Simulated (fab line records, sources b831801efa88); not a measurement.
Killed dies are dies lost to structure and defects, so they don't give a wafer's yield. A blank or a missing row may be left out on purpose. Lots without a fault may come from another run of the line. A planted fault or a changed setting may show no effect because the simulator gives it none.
A sampling plan put to the test | flow sky130 | one fab line, 46 faults that these records tell of, each judged on the records of the lots that it struck
The plan is the line's own looks: the steps of the route at which a gauge or an inspection reads the wafer and doesn't change it. A look can be judged if struck wafers have a number there and the file gives its usual mean and standard deviation on fault-free wafers. Caught: at a look after the fault's first step, the mean of the struck wafers lies 4 or more of those standard deviations (sigma) from the usual mean. On the tool: the same test on the tool's own readings at the fault's steps. Another recipe on the struck wafers, or a record that is blank for them alone, also counts as caught.

THE FAULTS, as the simulator had put them in
1. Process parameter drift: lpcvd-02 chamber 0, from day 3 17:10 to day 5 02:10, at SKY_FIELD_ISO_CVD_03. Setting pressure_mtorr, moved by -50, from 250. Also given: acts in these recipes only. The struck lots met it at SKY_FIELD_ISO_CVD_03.
2. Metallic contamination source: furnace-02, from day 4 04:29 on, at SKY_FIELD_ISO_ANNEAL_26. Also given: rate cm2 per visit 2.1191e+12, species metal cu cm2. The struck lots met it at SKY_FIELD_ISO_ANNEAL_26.
3. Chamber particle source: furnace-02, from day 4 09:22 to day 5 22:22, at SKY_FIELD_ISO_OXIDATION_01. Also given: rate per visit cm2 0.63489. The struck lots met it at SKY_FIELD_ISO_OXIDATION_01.
4. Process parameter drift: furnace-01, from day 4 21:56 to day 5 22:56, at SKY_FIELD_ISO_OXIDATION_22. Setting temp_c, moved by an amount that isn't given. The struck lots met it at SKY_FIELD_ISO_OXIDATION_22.
5. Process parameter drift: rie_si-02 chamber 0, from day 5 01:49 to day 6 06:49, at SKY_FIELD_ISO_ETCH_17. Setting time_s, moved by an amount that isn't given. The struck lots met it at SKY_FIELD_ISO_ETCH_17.
6. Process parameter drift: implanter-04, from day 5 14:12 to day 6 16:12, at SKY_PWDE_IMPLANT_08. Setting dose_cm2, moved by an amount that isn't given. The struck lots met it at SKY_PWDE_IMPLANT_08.
7. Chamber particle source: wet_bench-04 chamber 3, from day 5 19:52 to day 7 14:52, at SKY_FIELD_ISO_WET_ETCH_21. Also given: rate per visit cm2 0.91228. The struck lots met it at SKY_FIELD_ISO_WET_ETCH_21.
8. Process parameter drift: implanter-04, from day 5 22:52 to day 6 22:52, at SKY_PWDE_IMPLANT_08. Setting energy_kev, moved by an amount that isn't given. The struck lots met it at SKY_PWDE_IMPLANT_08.
9. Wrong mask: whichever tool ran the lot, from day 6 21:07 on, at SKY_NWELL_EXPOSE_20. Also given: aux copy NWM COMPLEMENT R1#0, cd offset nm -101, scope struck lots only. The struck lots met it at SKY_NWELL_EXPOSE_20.
10. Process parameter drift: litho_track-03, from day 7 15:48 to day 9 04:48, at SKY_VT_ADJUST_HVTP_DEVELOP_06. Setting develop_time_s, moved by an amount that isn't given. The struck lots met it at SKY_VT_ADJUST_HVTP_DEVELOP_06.
11. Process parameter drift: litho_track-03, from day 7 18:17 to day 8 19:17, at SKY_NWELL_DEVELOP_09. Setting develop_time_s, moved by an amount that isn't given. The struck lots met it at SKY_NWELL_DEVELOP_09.
12. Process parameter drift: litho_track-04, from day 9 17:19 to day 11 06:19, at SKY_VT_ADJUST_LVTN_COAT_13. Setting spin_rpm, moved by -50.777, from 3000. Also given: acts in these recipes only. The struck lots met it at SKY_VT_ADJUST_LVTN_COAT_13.
13. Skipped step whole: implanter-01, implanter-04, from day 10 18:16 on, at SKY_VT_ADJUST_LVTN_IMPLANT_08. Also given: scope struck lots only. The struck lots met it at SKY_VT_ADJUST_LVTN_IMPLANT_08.
14. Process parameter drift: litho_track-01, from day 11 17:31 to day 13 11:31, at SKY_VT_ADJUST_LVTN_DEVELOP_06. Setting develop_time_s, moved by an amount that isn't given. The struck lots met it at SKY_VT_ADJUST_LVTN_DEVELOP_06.
15. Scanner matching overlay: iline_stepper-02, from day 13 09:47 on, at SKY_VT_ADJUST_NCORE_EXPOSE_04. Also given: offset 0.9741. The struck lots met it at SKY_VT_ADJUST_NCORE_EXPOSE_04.
16. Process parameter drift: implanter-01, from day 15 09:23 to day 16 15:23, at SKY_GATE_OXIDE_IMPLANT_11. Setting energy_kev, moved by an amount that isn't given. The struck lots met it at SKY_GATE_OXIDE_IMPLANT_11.
17. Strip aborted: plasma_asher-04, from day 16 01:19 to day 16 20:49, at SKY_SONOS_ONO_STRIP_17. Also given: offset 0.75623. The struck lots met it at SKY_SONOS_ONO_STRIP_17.
18. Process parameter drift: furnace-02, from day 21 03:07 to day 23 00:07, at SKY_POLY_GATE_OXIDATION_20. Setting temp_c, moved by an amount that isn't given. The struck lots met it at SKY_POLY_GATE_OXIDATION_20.
19. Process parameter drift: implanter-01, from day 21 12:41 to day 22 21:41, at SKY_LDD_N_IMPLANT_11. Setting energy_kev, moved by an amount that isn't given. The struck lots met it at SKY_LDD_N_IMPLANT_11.
20. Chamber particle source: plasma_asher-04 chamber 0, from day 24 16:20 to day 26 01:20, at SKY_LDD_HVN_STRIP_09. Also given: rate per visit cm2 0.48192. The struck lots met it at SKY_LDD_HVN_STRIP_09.
21. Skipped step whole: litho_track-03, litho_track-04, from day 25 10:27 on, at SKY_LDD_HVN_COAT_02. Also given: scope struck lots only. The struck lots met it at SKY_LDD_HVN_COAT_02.
22. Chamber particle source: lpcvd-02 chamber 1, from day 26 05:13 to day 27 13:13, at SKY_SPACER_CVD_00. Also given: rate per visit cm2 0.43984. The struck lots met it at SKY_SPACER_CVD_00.
23. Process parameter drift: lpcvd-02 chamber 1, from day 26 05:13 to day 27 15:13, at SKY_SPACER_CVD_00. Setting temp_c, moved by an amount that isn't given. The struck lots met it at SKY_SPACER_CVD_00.
24. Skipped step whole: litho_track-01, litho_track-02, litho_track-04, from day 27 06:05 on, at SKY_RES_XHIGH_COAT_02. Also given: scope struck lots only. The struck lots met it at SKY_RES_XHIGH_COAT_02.
25. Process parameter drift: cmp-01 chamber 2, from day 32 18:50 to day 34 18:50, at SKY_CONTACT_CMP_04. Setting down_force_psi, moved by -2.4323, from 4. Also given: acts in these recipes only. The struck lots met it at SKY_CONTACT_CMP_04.
26. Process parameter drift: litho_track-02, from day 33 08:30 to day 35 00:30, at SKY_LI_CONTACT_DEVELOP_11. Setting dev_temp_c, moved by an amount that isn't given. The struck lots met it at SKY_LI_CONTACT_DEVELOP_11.
27. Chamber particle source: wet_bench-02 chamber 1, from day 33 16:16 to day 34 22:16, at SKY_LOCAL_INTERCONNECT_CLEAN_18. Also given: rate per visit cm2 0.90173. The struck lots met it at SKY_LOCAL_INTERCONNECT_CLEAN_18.
28. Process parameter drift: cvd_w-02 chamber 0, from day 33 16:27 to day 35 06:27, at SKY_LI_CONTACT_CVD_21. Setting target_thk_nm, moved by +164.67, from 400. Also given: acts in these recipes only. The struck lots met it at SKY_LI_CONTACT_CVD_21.
29. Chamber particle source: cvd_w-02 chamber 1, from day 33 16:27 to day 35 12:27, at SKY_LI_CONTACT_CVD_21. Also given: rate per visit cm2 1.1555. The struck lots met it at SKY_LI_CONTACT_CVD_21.
30. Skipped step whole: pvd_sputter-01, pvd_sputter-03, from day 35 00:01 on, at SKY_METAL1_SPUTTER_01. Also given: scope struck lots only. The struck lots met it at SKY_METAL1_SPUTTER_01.
31. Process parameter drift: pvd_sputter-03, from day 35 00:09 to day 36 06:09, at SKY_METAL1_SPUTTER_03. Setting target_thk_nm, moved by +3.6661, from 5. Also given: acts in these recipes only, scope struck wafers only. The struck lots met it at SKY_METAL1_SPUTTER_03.
32. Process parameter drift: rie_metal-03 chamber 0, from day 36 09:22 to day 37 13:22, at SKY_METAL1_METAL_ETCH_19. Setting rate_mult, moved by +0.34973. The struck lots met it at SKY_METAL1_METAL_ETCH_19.
33. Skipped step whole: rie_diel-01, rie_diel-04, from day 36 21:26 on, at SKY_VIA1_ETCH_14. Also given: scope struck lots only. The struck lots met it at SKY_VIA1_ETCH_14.
34. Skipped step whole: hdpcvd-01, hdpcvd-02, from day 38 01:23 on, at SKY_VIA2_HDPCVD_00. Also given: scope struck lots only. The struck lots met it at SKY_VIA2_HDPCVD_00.
35. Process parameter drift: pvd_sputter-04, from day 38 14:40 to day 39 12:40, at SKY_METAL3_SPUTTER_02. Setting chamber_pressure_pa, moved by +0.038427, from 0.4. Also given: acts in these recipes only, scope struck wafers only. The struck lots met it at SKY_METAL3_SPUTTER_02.
36. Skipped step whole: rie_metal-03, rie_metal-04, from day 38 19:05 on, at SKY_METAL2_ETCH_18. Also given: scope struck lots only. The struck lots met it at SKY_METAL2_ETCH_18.
37. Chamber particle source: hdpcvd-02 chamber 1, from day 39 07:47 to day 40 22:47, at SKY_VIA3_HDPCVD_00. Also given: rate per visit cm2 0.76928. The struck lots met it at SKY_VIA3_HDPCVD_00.
38. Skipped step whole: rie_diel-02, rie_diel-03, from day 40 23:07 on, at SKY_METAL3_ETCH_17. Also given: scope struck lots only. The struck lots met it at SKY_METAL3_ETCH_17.
39. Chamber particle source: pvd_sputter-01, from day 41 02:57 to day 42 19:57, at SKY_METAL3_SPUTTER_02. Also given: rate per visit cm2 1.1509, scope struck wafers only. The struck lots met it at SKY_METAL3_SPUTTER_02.
40. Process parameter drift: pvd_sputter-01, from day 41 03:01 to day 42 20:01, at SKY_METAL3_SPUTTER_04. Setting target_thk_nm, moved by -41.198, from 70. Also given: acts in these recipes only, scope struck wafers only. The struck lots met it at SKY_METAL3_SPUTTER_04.
41. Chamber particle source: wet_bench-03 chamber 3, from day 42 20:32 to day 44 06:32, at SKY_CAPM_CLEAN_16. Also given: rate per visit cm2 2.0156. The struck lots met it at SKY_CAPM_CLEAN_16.
42. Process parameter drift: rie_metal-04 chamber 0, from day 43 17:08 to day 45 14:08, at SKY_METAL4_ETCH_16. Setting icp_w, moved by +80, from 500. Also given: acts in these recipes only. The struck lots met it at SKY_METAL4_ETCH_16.
43. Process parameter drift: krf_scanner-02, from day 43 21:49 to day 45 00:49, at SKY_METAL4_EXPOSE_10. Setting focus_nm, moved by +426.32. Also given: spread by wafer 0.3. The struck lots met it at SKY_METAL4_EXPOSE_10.
44. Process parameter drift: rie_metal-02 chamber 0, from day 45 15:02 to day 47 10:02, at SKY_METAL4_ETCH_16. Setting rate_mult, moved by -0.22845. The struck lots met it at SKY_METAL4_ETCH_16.
45. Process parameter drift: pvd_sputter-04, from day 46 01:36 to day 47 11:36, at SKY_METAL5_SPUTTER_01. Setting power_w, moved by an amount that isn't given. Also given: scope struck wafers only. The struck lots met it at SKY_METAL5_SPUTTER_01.
46. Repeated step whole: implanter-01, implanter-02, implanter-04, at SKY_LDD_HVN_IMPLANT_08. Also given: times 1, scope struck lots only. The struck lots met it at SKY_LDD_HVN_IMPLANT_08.

WHAT THE PLAN SAW
fault | on the tool itself                               | first look that catches it                      | reading, sigma                                        | median hours from its first step to that look | hours from the fault's start to the first struck lot there | judged looks passed uncaught
1     | pressure_mtorr -99 or beyond sigma               | SKY_FIELD_ISO_THK_MEAS_04                       | FIELD_ISO_CVD_03_THK -7.3                             | 2.7                                           | 5                                                          | 0
2     | under 2 sigma                                    | no look after it can be judged                  | -                                                     | -                                             | -                                                          | 0
3     | under 2 sigma                                    | not the one look that can be judged after it    | -                                                     | -                                             | -                                                          | 1
4     | tube_center_temp_C +99 or beyond sigma           | SKY_FIELD_ISO_THK_MEAS_23                       | FIELD_ISO_OXIDATION_01_THK +32                        | 1.2                                           | 5                                                          | 0
5     | run_length_s +21 sigma                           | no look after it can be judged                  | -                                                     | -                                             | -                                                          | 0
6     | dose_ions_cm2 +76 sigma                          | SKY_NWELL_RS_MEAS_31                            | PWDE_RS -16                                           | 38.7                                          | 42                                                         | 1
7     | no reading that can be judged                    | not the one look that can be judged after it    | -                                                     | -                                             | -                                                          | 1
8     | beam_energy_keV +99 or beyond sigma              | no look after it can be judged                  | -                                                     | -                                             | -                                                          | 0
9     | no reading that can be judged                    | no look after it can be judged                  | -                                                     | -                                             | -                                                          | 0
10    | no reading that can be judged                    | SKY_VT_ADJUST_HVTP_CD_MEAS_07                   | cd_nm +5.0                                            | 0.1                                           | 11                                                         | 0
11    | under 2 sigma                                    | none of the 6 looks that can be judged after it | -                                                     | -                                             | -                                                          | 6
12    | spin_speed_rpm -30 sigma                         | none of the 2 looks that can be judged after it | -                                                     | -                                             | -                                                          | 2
13    | the tool's record is blank for the struck wafers | SKY_VT_ADJUST_LVTN_TW_MEAS_10                   | VT_ADJUST_LVTN_TW -70                                 | 0.2                                           | 3                                                          | 0
14    | no reading that can be judged                    | no look after it can be judged                  | -                                                     | -                                             | -                                                          | 0
15    | no reading that can be judged                    | no look after it can be judged                  | -                                                     | -                                             | -                                                          | 0
16    | beam_energy_keV -99 or beyond sigma              | SKY_GATE_OXIDE_TW_MEAS_14                       | GATE_OXIDE_TW -5.1                                    | 0.4                                           | 16                                                         | 0
17    | oes_product_au +45 sigma                         | no look after it can be judged                  | -                                                     | -                                             | -                                                          | 0
18    | tube_center_temp_C +99 or beyond sigma           | SKY_POLY_GATE_THK_MEAS_21                       | POLY_GATE_OXIDATION_THK +10                           | 1.3                                           | 4                                                          | 0
19    | beam_energy_keV +66 sigma                        | no look after it can be judged                  | -                                                     | -                                             | -                                                          | 0
20    | under 2 sigma                                    | none of the 6 looks that can be judged after it | -                                                     | -                                             | -                                                          | 6
21    | the tool's record is blank for the struck wafers | SKY_LDD_HVP_TW_MEAS_10                          | LDD_HVP_TW +99 or beyond                              | 43.3                                          | 52                                                         | 0
22    | under 2 sigma                                    | no look after it can be judged                  | -                                                     | -                                             | -                                                          | 0
23    | susceptor_temp_C +99 or beyond sigma             | SKY_SPACER_THK_MEAS_01                          | SPACER_CVD_00_THK +82                                 | 1.2                                           | 28                                                         | 0
24    | the tool's record is blank for the struck wafers | no look after it can be judged                  | -                                                     | -                                             | -                                                          | 0
25    | head_pressure_psi -99 or beyond sigma            | not the one look that can be judged after it    | -                                                     | -                                             | -                                                          | 1
26    | developer_temp_C +22 sigma                       | not the one look that can be judged after it    | strongest: cd_nm at SKY_LI_CONTACT_CD_MEAS_12, +2.1   | -                                             | -                                                          | 1
27    | no reading that can be judged                    | none of the 3 looks that can be judged after it | -                                                     | -                                             | -                                                          | 3
28    | under 2 sigma                                    | SKY_LI_CONTACT_RS_MEAS_22                       | LI_CONTACT_W_RS -20                                   | 0.1                                           | 1                                                          | 0
29    | under 2 sigma                                    | no look after it can be judged                  | -                                                     | -                                             | -                                                          | 0
30    | the tool's record is blank for the struck wafers | no look after it can be judged                  | -                                                     | -                                             | -                                                          | 0
31    | under 2 sigma                                    | no look after it can be judged                  | -                                                     | -                                             | -                                                          | 0
32    | under 2 sigma                                    | not the one look that can be judged after it    | -                                                     | -                                             | -                                                          | 1
33    | the tool's record is blank for the struck wafers | no look after it can be judged                  | -                                                     | -                                             | -                                                          | 0
34    | the tool's record is blank for the struck wafers | no look after it can be judged                  | -                                                     | -                                             | -                                                          | 0
35    | chamber_pressure_pa +52 sigma                    | none of the 5 looks that can be judged after it | -                                                     | -                                             | -                                                          | 5
36    | the tool's record is blank for the struck wafers | no look after it can be judged                  | -                                                     | -                                             | -                                                          | 0
37    | under 2 sigma                                    | not the one look that can be judged after it    | -                                                     | -                                             | -                                                          | 1
38    | the tool's record is blank for the struck wafers | no look after it can be judged                  | -                                                     | -                                             | -                                                          | 0
39    | under 2 sigma                                    | none of the 2 looks that can be judged after it | strongest: CAP2M_TIN_RS at SKY_CAP2M_RS_MEAS_03, -2.2 | -                                             | -                                                          | 2
40    | under 2 sigma                                    | not the one look that can be judged after it    | -                                                     | -                                             | -                                                          | 1
41    | under 2 sigma                                    | not the one look that can be judged after it    | -                                                     | -                                             | -                                                          | 1
42    | rf_fwd_power_W +52 sigma                         | no look after it can be judged                  | -                                                     | -                                             | -                                                          | 0
43    | no reading that can be judged                    | SKY_METAL4_CD_MEAS_13                           | cd_nm -73                                             | 10.9                                          | 16                                                         | 0
44    | under 2 sigma                                    | no look after it can be judged                  | -                                                     | -                                             | -                                                          | 0
45    | cathode_dc_power_W -99 or beyond sigma           | no look after it can be judged                  | -                                                     | -                                             | -                                                          | 0
46    | under 2 sigma                                    | SKY_LDD_HVN_TW_MEAS_10                          | LDD_HVN_TW +20                                        | 0.6                                           | -                                                          | 0
A dash: the fault isn't caught, or these records don't give the number.

Caught at a look: 12 of 46. Caught on the tool: 24 of 46. By one or the other: 28 of 46.
Caught on the tool alone: faults 5, 8, 12, 17, 19, 24, 25, 26, 30, 33, 34, 35, 36, 38, 42, 45.
Caught at a look alone: faults 10, 28, 43, 46.
Caught by neither: faults 2, 3, 7, 9, 11, 14, 15, 20, 22, 27, 29, 31, 32, 37, 39, 40, 41, 44.

THINNER SAMPLING
If the look that catches a fault measured only every second or every third lot, by lot number, the first struck lot would be measured this late in the worst case:
fault | struck lots at that look, in order of time | every lot | every second lot | every third lot
1     | L157                                       | 5 h       | may miss it      | may miss it
4     | L977, L978                                 | 5 h       | 12 h             | may miss all 2
6     | L777, L778, L781                           | 42 h      | 53 h             | may miss all 3
10    | L145, L146                                 | 11 h      | 11 h             | may miss all 2
13    | L834, L835                                 | 3 h       | 18 h             | may miss all 2
16    | L746, L747                                 | 16 h      | 25 h             | may miss all 2
18    | L920, L921                                 | 4 h       | 6 h              | may miss all 2
21    | L458, L460                                 | 52 h      | may miss all 2   | may miss all 2
23    | L811                                       | 28 h      | may miss it      | may miss it
28    | L144, L145, L146                           | 1 h       | 8 h              | 11 h
43    | L478, L479                                 | 16 h      | 23 h             | may miss all 2
Hours are from the fault's start to the first struck lot that is measured. The limit of 4 sigma was tested on all struck wafers together, so one lot alone may lie under it. Other struck lots may not be in these records.

THE LONGEST TIMED WAY FROM STEP TO LOOK
Fault 21: a median of 43.3 hours passes between SKY_LDD_HVN_COAT_02 and SKY_LDD_HVP_TW_MEAS_10. No look between them can be judged.
